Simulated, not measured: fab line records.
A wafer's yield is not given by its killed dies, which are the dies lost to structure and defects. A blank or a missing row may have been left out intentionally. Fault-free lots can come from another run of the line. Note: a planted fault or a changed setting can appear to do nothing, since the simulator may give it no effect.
A lot that was struck, set against a sound lot | flow sfqLine | 32 out of 325 route steps
Sound: wafers L784.2, L784.5, L784.6. Struck: wafer L794.2 (L794.4, L794.5, from the same lot, were not struck and are left out); the cause is given at the end.
At each step with rows: each side's tool, then ch and its chambers, then its first start. Under that, the readings that differ: sound wafers | struck wafers | difference of the means | sigmas: that difference in standard deviations of wafers without a fault.
alike: readings with means less than 2 such deviations apart, plus words and numbers identical on both sides. not compared: withheld readings, readings lacking a value on some wafer, bounds such as >300 that could conceal the same value, and numbers that have no deviation in the record and whose values overlap.
A row with sigmas, a row that says differs or no value, or rows on one side alone: a step with any of these is where the two part. When numbers do not overlap yet have no deviation, they are printed without sigmas and do not part them. Lack of a reading on every wafer of one side parts them only where that side has two or more wafers.

SFQ_INCOMING_BOW_MEAS_900:
  struck on filmMetro-03, day 3 22:01; sound on filmMetro-02, day 1 20:01
  alike: INCOMING_BOW
then, 1 step without rows for these wafers: SFQ_TRILAYER_INCOMING_OXIDATION_002 (target thk 500 nm, ox time 4939 s).
SFQ_TRILAYER_L0_DEP_SPUTTER_003: material MoNx KI, target thk 40 nm, time 100 s.
  struck on pvdSputter-05, day 4 00:29; sound on pvdSputter-05, day 1 22:29
reading                                                 | sound             | struck | difference | sigmas
model.MoNx_KI_of_TRILAYER_L0_DEP_SPUTTER_003.thkNm (nm) | 40.05 40.02 40.15 | 38.36  | -1.71      | 
  alike: chamberPressurePa, throttleValvePct
SFQ_L0_RS_MEAS_901: the measuring method here is four-point-probe.
  struck on filmMetro-03, day 4 00:35; sound on filmMetro-02, day 1 22:35
reading                | sound          | struck | difference | sigmas
L0_MONX_KI_RS (ohm/sq) | 43.5 43.5 43.5 | 45.5   | +2.0       | +5
SFQ_L0_THK_MEAS_902: measures by xrf.
  struck on filmMetro-03, day 4 00:41; sound on filmMetro-02, day 1 22:41
reading             | sound          | struck | difference | sigmas
L0_MONX_KI_THK (nm) | 40.2 40.3 40.2 | 38.6   | -1.6       | -5
then, 6 steps without rows for these wafers: SFQ_TRILAYER_L0_LITHO_COAT_010 (resist thk 62 nm); SFQ_TRILAYER_L0_LITHO_COAT_005 (resist thk 600 nm); SFQ_TRILAYER_L0_LITHO_SOFTBAKE_009; SFQ_TRILAYER_L0_LITHO_EXPOSE_006 (exposes mask L0, target cd 2000 nm); SFQ_TRILAYER_L0_LITHO_PEB_008 (peb time 60 s); SFQ_TRILAYER_L0_LITHO_DEVELOP_007 (time 60 s).
-- the record jumps here: 3 days lie between the struck wafers' starts before and after --
SFQ_TRILAYER_L0_BARC_OPEN_METAL_ETCH_010: etches BARC in O2, target depth 125 nm, time 41.7 s.
  sound on rieMetal-01 ch 0,1, day 4 16:10; struck on rieMetal-01 ch 1, day 7 10:04
  alike: drypumpMotorCurrentA, oesProductAu
  not compared: rfHoursCounterH
SFQ_TRILAYER_L0_ETCH_METAL_ETCH_008: etches MoNx KI in SF6/O2, stops on SiO2, target depth 50 nm, time 25 s.
  sound on rieMetal-01 ch 0,1, day 4 16:14; struck on rieMetal-01 ch 1, day 7 10:08
reading                      | sound             | struck | difference | sigmas
oesProductAu (a.u.)          | 0.872 0.867 0.878 | 0.854  | -0.018     | -3
model.L0.featureDepthNm (nm) | 40.05 40.02 40.15 | 38.36  | -1.71      | 
model.etch.depthNm (nm)      | 40.05 40.02 40.15 | 38.36  | -1.71      | 
  alike: drypumpMotorCurrentA
  not compared: rfHoursCounterH
then, 2 steps without rows for these wafers: SFQ_TRILAYER_L0_STRIP_STRIP_009 (strips in O2); SFQ_TRILAYER_L0_STRIP_SOLV_CLEAN_010 (cleans in NMP, time 600 s).
SFQ_TRILAYER_L0_CAP_PECVD_011: deposits SiO2 from SiH4/N2O, time 13.333 s, target thk 60 nm.
  sound on pecvd-03 ch 0,2, day 4 17:03; struck on pecvd-03 ch 1, day 7 11:09
  alike: heaterPowerW, throttleValvePct
then, 6 steps without rows for these wafers: SFQ_TRILAYER_L0_VIA_LITHO_COAT_018 (resist thk 62 nm); SFQ_TRILAYER_L0_VIA_LITHO_COAT_013 (resist thk 650 nm); SFQ_TRILAYER_L0_VIA_LITHO_SOFTBAKE_017; SFQ_TRILAYER_L0_VIA_LITHO_EXPOSE_014 (exposes mask L0V, target cd 700 nm); SFQ_TRILAYER_L0_VIA_LITHO_PEB_016 (peb time 60 s); SFQ_TRILAYER_L0_VIA_LITHO_DEVELOP_015 (time 60 s).
-- the record jumps here: 4 days lie between the struck wafers' starts before and after --
SFQ_L0V_OVL_MEAS_903:
  struck on overlay-01, day 11 19:28; sound on overlay-01, day 8 12:29
  alike: L0V_OVL
SFQ_TRILAYER_L0_VIA_BARC_OPEN_VIA_ETCH_021: etches BARC in O2, target depth 125 nm, time 41.7 s.
  sound on rieDiel-01 ch 0,3, day 8 12:31; struck on rieDiel-03 ch 1, day 11 19:30
reading             | sound             | struck | difference | sigmas
oesProductAu (a.u.) | 0.692 0.677 0.689 | 0.670  | -0.016     | -3
  alike: drypumpMotorCurrentA
  not compared: rfHoursCounterH
then, 1 step without rows for these wafers: SFQ_TRILAYER_L0_VIA_ETCH_VIA_ETCH_016 (etches SiO2 in CHF3, stops on MoNx KI, target depth 80 nm).
SFQ_TRILAYER_L0_VIA_STRIP_STRIP_017: strips in O2.
  sound on rieMetal-04 ch 0,1, day 8 12:36; struck on rieMetal-03 ch 0, day 11 19:35
  alike: drypumpMotorCurrentA, oesProductAu
  not compared: rfHoursCounterH
then, 2 steps without rows for these wafers: SFQ_TRILAYER_L0_VIA_STRIP_SOLV_CLEAN_018 (cleans in NMP, time 600 s); SFQ_TRILAYER_M0_DEP_PRE_CLEAN_020 (time 15 s).
SFQ_TRILAYER_M0_DEP_SPUTTER_019: material Nb, target thk 200 nm, time 133.3 s.
  struck on pvdSputter-05, day 11 20:23; sound on pvdSputter-03, day 8 13:24
  alike: chamberPressurePa, throttleValvePct
SFQ_M0_RS_MEAS_904: the measuring method here is four-point-probe.
  struck on filmMetro-04, day 11 20:30; sound on filmMetro-03, day 8 13:31
  alike: M0_NB_RS
then, 1 step without rows for these wafers: SFQ_TRILAYER_M0_LITHO_COAT_026 (resist thk 62 nm).
-- the record jumps here: 80 days lie between the struck wafers' starts before and after --
SFQ_M8_BOW_MEAS_951:
  struck on filmMetro-02, day 92 01:48; sound on filmMetro-01, day 78 01:08
reading                 | sound             | struck | difference | sigmas
model.etest.l0v.linkOhm | 44.4 44.43 44.31  | 46.34  | +1.96      | 
model.etest.l0.ohmSq    | 43.49 43.53 43.39 | 45.41  | +1.94      | 
model.etest.l0.ohmUm    | 21.76 21.77 21.71 | 22.69  | +0.94      | 
  alike: M8_BOW

## WHERE THEY PART
First at SFQ_L0_RS_MEAS_901; last, within this record, at SFQ_TRILAYER_L0_VIA_BARC_OPEN_VIA_ETCH_021. Later steps at which nothing parts them and some readings are alike: SFQ_TRILAYER_L0_VIA_STRIP_STRIP_017, SFQ_TRILAYER_M0_DEP_SPUTTER_019, SFQ_M0_RS_MEAS_904, SFQ_M8_BOW_MEAS_951.

WHY: what had been put in by the simulator
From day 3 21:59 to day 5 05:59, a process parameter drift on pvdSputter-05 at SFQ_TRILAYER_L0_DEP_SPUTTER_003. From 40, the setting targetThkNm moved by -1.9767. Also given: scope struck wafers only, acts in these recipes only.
